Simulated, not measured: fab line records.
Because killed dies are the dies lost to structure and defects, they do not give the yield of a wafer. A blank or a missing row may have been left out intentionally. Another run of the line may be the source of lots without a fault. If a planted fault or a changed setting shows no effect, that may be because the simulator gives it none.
fab line records | flow sky130
[record] lots = 14 wafers = 42 last_day = 50
route steps=708 shown VIA4@657 PAD_OPEN@708
lots that met no fault: from a run of the same line without faults
start_h: the number of hours between the record's first day and the start of the first shown wafer of the lot | wait_h: hours from the lot's prior step to this one | " the same as in the row above | L1.1+2: one row covering several wafers at once | - no value, or no start was given | * or withheld: withheld | < > ~ a bound
route shown NAME@n: a module of which the file shows steps, and the number in the route of the first | usual: the fault-free wafers' mean and standard deviation | same: alike in all rows | chamber/n: place in a boat | sites: per-site readings | _std_site: the values' standard deviation | _edge_site: mean of outer sites minus mean of inner sites | radius_mm: for every site, how far away it sits from the centre of the wafer | mask NAME#n: copy n | behind: the most recent tool/chamber to have shaped the wafer | hold: the reason the lot was held/the length of the hold in hours/how it ended | device: the n, p or np transistor that did not switch | end of line: tests run on the same wafers once the route is complete | a step given without rows: its recipe and nothing more | killed: dies that structure and defects cost at the first sort, which is not the same as the wafer's yield | map: a wafer's dies, x killed, . not, _ none there
set.NAME: the setting the step ran with; set.NAME@STEP: the setting that earlier step ran with | model.NAME: the simulator's own value behind a step, which no gauge read
the route's steps for a sample of lots (tables are steps, rows are wafers)
services: a tool's chamber out of use, with start hour (start_h, from the record's first day; less than 0 if before it), hours out, and reason
[[steps]]
[step SKY_VIA4_CVD_18]
[recipe] material = W target_thk_nm = 505 time_s = 152.14 temp_c = 400 pressure_torr = 40
[usual] heater_power_w = 833/69 susceptor_temp_C = 400.04/0.22
// columns lot.wafer tool chamber start_h wait_h heater_power_w susceptor_temp_C
L140.1 cvd_w-02 1 1006.54 0.0 892 400.00
L140.4 " 1 " " 873 400.03
L140.6 " 1 " " 886 399.97
L141.1 cvd_w-02 1 1015.29 0.0 852 399.92
L141.4 " 0 " " 731 399.65
L141.5 " 1 " " 899 399.79
L142.1 cvd_w-02 1 1023.28 0.0 916 399.98
L142.3 " 0 " " 722 399.88
L142.6 " 1 " " 875 399.93
L143.3 cvd_w-02 0 1032.32 0.1 742 400.22
L143.4 " 1 " " 865 400.06
L143.6 " 0 " " 719 400.09
L144.2 cvd_w-01 1 1039.26 0.0 849 400.36
L144.3 " 0 " " 896 400.18
L144.4 " 1 " " 848 400.27
L145.2 cvd_w-02 0 1049.65 0.0 723 399.92
L145.4 " 0 " " 726 399.88
L145.6 " 0 " " 730 399.97
L146.3 cvd_w-01 0 1055.84 0.1 903 399.74
L146.4 " 1 " " 868 399.69
L146.5 " 1 " " 857 399.93
L147.2 cvd_w-02 1 1061.99 0.0 873 400.20
L147.4 " 1 " " 874 400.21
L147.5 " 1 " " 885 400.50
L148.1 cvd_w-01 0 1063.09 0.0 887 400.07
L148.3 " 1 " " 862 400.13
L148.5 " 0 " " 875 399.79
L151.1 cvd_w-01 0 1082.19 0.0 843 395.55
L151.2 " 0 " " 868 395.51
L151.4 " 0 " " 875 395.49
L152.2 cvd_w-01 0 1090.39 0.0 838 395.30
L152.5 " 1 " " 836 395.11
L152.6 " 0 " " 829 395.38
L153.2 cvd_w-02 1 1097.88 0.0 877 399.80
L153.4 " 0 " " 738 400.08
L153.6 " 1 " " 862 399.64
L161.3 cvd_w-02 1 1139.54 0.1 886 399.66
L161.4 " 0 " " 774 399.84
L161.5 " 0 " " 736 400.00
L162.1 cvd_w-02 0 1144.10 0.0 738 400.25
L162.2 " 1 " " 859 400.12
L162.6 " 0 " " 741 400.01
[step SKY_VIA4_RS_MEAS_19]
[recipe] thk_meas_gauge = four-point-probe reads = W_of_VIA4_CVD_18+TiN_of_VIA4_SPUTTER_17
[usual] VIA4_W_RS = 0.226/0.0051
// columns lot.wafer tool chamber start_h wait_h VIA4_W_RS[ohm/sq]
L140.1 film_metro-01 - 1006.70 0.1 0.226
L140.4 " - " " 0.225
L140.6 " - " " 0.225
L141.1 film_metro-02 - 1015.44 0.1 0.226
L141.4 " - " " 0.227
L141.5 " - " " 0.230
L142.1 film_metro-02 - 1023.43 0.1 0.223
L142.3 " - " " 0.225
L142.6 " - " " 0.224
L143.3 film_metro-01 - 1032.46 0.1 0.221
L143.4 " - " " 0.228
L143.6 " - " " 0.223
L144.2 film_metro-04 - 1039.43 0.1 0.232
L144.3 " - " " 0.234
L144.4 " - " " 0.228
L145.2 film_metro-02 - 1049.82 0.1 0.226
L145.4 " - " " 0.226
L145.6 " - " " 0.224
L146.3 film_metro-01 - 1055.98 0.1 0.233
L146.4 " - " " 0.233
L146.5 " - " " 0.232
L147.2 film_metro-01 - 1062.16 0.1 0.229
L147.4 " - " " 0.227
L147.5 " - " " 0.231
L148.1 film_metro-01 - 1063.24 0.1 0.231
L148.3 " - " " 0.229
L148.5 " - " " 0.231
L151.1 film_metro-04 - 1082.50 0.3 0.253
L151.2 " - " " 0.254
L151.4 " - " " 0.252
L152.2 film_metro-01 - 1090.56 0.1 0.250
L152.5 " - " " 0.243
L152.6 " - " " 0.250
L153.2 film_metro-04 - 1098.05 0.1 0.227
L153.4 " - " " 0.227
L153.6 " - " " 0.224
L161.3 film_metro-04 - 1139.68 0.1 0.226
L161.4 " - " " 0.212
L161.5 " - " " 0.214
L162.1 film_metro-01 - 1144.25 0.1 0.211
L162.2 " - " " 0.223
L162.6 " - " " 0.213
[step SKY_VIA4_THK_MEAS_20]
[recipe] thk_meas_gauge = xrf reads = W_of_VIA4_CVD_18
[usual] VIA4_W_THK = 506/12
// columns lot.wafer tool chamber start_h wait_h VIA4_W_THK[nm]
L140.1 film_metro-01 - 1006.82 0.1 505
L140.4 " - " " 506
L140.6 " - " " 505
L141.1 film_metro-02 - 1015.56 0.1 508
L141.4 " - " " 507
L141.5 " - " " 498
L142.1 film_metro-02 - 1023.55 0.1 516
L142.3 " - " " 510
L142.6 " - " " 514
L143.3 film_metro-01 - 1032.56 0.1 521
L143.4 " - " " 509
L143.6 " - " " 520
L144.2 film_metro-04 - 1039.54 0.1 495
L144.3 " - " " 491
L144.4 " - " " 504
L145.2 film_metro-02 - 1049.93 0.1 504
L145.4 " - " " 504
L145.6 " - " " 510
L146.3 film_metro-01 - 1056.08 0.1 490
L146.4 " - " " 490
L146.5 " - " " 493
L147.2 film_metro-01 - 1062.27 0.1 497
L147.4 " - " " 503
L147.5 " - " " 492
L148.1 film_metro-01 - 1063.36 0.1 493
L148.3 " - " " 499
L148.5 " - " " 495
L151.1 film_metro-04 - 1082.62 0.1 452
L151.2 " - " " 447
L151.4 " - " " 452
L152.2 film_metro-01 - 1090.67 0.1 454
L152.5 " - " " 467
L152.6 " - " " 454
L153.2 film_metro-04 - 1098.16 0.1 504
L153.4 " - " " 505
L153.6 " - " " 511
L161.3 film_metro-04 - 1139.78 0.1 505
L161.4 " - " " 539
L161.5 " - " " 536
L162.1 film_metro-01 - 1144.37 0.1 544
L162.2 " - " " 512
L162.6 " - " " 540
[step SKY_PAD_OPEN_PROBE_99]
[usual] defect_limited_yield = 82.5/1.7 killed_at_M0_to_M3 = 43/6.7 killed_at_M4_up = 3.2/1.8 killed_at_contacts = 24/4.8 killed_at_front_end = 16/4.2 killed_at_other = 0.3/0.56 killed_dies = 86/8.5 killed_open = 47/6.7 killed_short = 39/6 sort_bin_3_pad_short = 0.9/0.45 sort_bin_5_function = 10.3/1.6 sort_bin_6_memory = 6.3/1 sort_n_pass = 406/8.5 sort_yield_pct = 82.5/1.7
[same] gross_dies = 492 killed_at_back_side = 0 sort_bin_4_leakage[%] = 0 sort_bin_8_speed[%] = 0
// columns lot.wafer tool chamber start_h wait_h defect_limited_yield[%] killed_at_M0_to_M3 killed_at_M4_up killed_at_contacts killed_at_front_end killed_at_other killed_dies killed_open killed_short sort_bin_3_pad_short[%] sort_bin_5_function[%] sort_bin_6_memory[%] sort_n_pass sort_yield_pct[%]
L145.2 prober-01 - 1115.58 0.1 80.5 52 3 23 16 2 96 49 46 1.2 12.4 5.9 396 80.5
L145.4 prober-01 - 1115.68 0.2 81.9 46 2 25 15 1 89 44 44 0.8 11.2 6.1 403 81.9
L145.6 prober-01 - 1115.78 0.2 81.3 55 6 18 13 0 92 41 51 1.2 11.8 5.7 400 81.3
L151.1 prober-01 - 1144.96 0.1 80.1 38 2 40 18 0 98 53 45 1.2 10.4 8.3 394 80.1
L151.2 prober-01 - 1145.01 0.1 81.9 44 2 23 20 0 89 52 37 1.2 10.2 6.7 403 81.9
L151.4 prober-01 - 1145.11 0.2 86.8 25 2 23 15 0 65 35 30 0.8 7.9 4.5 427 86.8
L152.2 prober-02 - 1152.00 0.1 78.5 58 4 30 14 0 106 57 49 0.8 13.8 6.9 386 78.5
L152.5 prober-02 - 1152.15 0.2 79.5 54 2 27 18 0 101 53 48 1.8 9.1 9.6 391 79.5
L152.6 prober-02 - 1152.20 0.2 79.9 48 4 25 21 1 99 51 47 2.6 9.8 7.7 393 79.9
L153.2 prober-01 - 1159.11 0.1 83.3 49 3 13 16 1 82 42 40 0.4 9.6 6.7 410 83.3
L153.4 prober-01 - 1159.21 0.2 83.7 37 5 21 16 1 80 32 48 1.4 8.9 5.9 412 83.7
L153.6 prober-01 - 1159.31 0.2 85.0 31 4 19 19 1 74 37 36 0.6 8.7 5.7 418 85.0
// killed by level:class
L145.2 VIA1:geometric_particle:open=15 METAL2:geometric_particle:short=6 LOCAL_INTERCONNECT:geometric_particle:short=6 VIA1:geometric_particle:short=6 POLY_GATE:geometric_particle:open=5 METAL1:geometric_particle:short=5 CONTACT:geometric_particle:open=5 VIA2:geometric_particle:open=5
L145.4 VIA3:geometric_particle:open=11 CONTACT:geometric_particle:open=8 LI_CONTACT:geometric_particle:open=6 METAL2:geometric_particle:short=6 LOCAL_INTERCONNECT:geometric_particle:short=5 VIA1:geometric_particle:open=5 POLY_GATE:geometric_particle:open=4 POLY_GATE:geometric_particle:short=4
L145.6 VIA1:geometric_particle:open=13 METAL1:geometric_particle:short=9 METAL2:geometric_particle:short=8 VIA3:geometric_particle:open=7 METAL4:geometric_particle:short=5 LOCAL_INTERCONNECT:geometric_particle:short=5 CONTACT:geometric_particle:open=5 VIA2:geometric_particle:open=5
L151.1 CONTACT:geometric_particle:open=17 CONTACT:geometric_particle:short=8 VIA3:geometric_particle:open=8 VIA1:geometric_particle:short=6 FIELD_ISO:geometric_particle:open=5 LOCAL_INTERCONNECT:geometric_particle:open=5 VIA2:geometric_particle:open=5 FIELD_ISO:geometric_particle:short=4
L151.2 LI_CONTACT:geometric_particle:open=8 VIA1:geometric_particle:open=7 VIA2:geometric_particle:open=7 CONTACT:geometric_particle:open=6 METAL1:geometric_particle:short=6 VIA3:geometric_particle:open=6 FIELD_ISO:geometric_particle:open=5 FIELD_ISO:geometric_particle:short=5
L151.4 CONTACT:geometric_particle:open=10 POLY_GATE:geometric_particle:short=6 FIELD_ISO:geometric_particle:open=5 LI_CONTACT:geometric_particle:open=4 VIA3:geometric_particle:short=4 FIELD_ISO:geometric_particle:short=3 CONTACT:geometric_particle:short=3 VIA1:geometric_particle:open=3
L152.2 CONTACT:geometric_particle:open=10 VIA2:geometric_particle:open=9 VIA1:geometric_particle:open=9 METAL2:geometric_particle:short=8 VIA3:geometric_particle:open=8 LI_CONTACT:geometric_particle:open=7 METAL3:geometric_particle:short=7 CONTACT:geometric_particle:short=6
L152.5 VIA1:geometric_particle:open=14 VIA2:geometric_particle:open=11 LI_CONTACT:geometric_particle:open=9 VIA1:geometric_particle:short=7 LOCAL_INTERCONNECT:geometric_particle:short=6 CONTACT:geometric_particle:short=5 FIELD_ISO:geometric_particle:short=4 POLY_GATE:geometric_particle:short=4
L152.6 VIA1:geometric_particle:open=11 LI_CONTACT:geometric_particle:open=7 VIA3:geometric_particle:open=6 FIELD_ISO:geometric_particle:open=5 VIA2:geometric_particle:open=5 LOCAL_INTERCONNECT:geometric_particle:short=5 CONTACT:geometric_particle:short=5 CONTACT:geometric_particle:open=5
L153.2 VIA1:geometric_particle:open=14 POLY_GATE:geometric_particle:short=6 VIA2:geometric_particle:open=6 METAL2:geometric_particle:short=6 VIA3:geometric_particle:short=6 FIELD_ISO:geometric_particle:open=4 CONTACT:geometric_particle:open=4 METAL1:geometric_particle:short=4
L153.4 METAL2:geometric_particle:short=8 LOCAL_INTERCONNECT:geometric_particle:short=6 FIELD_ISO:geometric_particle:short=5 LI_CONTACT:geometric_particle:short=5 VIA2:geometric_particle:open=5 CONTACT:geometric_particle:open=5 METAL1:geometric_particle:short=4 VIA1:geometric_particle:open=4
L153.6 CONTACT:geometric_particle:open=8 METAL1:geometric_particle:short=8 POLY_GATE:geometric_particle:open=6 VIA1:geometric_particle:open=6 METAL2:geometric_particle:short=5 LI_CONTACT:geometric_particle:short=4 VIA2:geometric_particle:open=4 POLY_GATE:geometric_particle:short=3
[[services]]
// columns tool chamber start_h hours kind
cvd_w-02 - 982.55 6.9 pm
cvd_w-01 1 998.53 13.0 repair
cvd_w-01 0 1021.44 4.6 repair
cvd_w-01 1 1040.96 4.1 repair
cvd_w-01 1 1073.02 13.3 repair
cvd_w-02 0 1113.47 - calibration
cvd_w-02 - 1135.78 3.0 repair
cvd_w-01 0 1140.41 6.3 repair
[[key]]
[first_sign] step = SKY_VIA4_CVD_18 reading = susceptor_temp_C direction = down sigmas = 21 usual = * struck = *
[effect] step = SKY_VIA4_RS_MEAS_19 reading = VIA4_W_RS direction = up sigmas = 4.7 usual = 0.226 struck = 0.251
[effect] step = SKY_VIA4_THK_MEAS_20 reading = VIA4_W_THK direction = down sigmas = 4.2 usual = 506 struck = 454
met_at SKY_VIA4_CVD_18
struck_lots L151,L152
onset_between 1063.09 1082.19
[fault] kind = process_parameter_drift tool = cvd_w-01 chamber = - onset_h = 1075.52 steps = SKY_VIA4_CVD_18 channel = temp_c offset = * shape = step end_h = 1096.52 acts_in = * stated = *
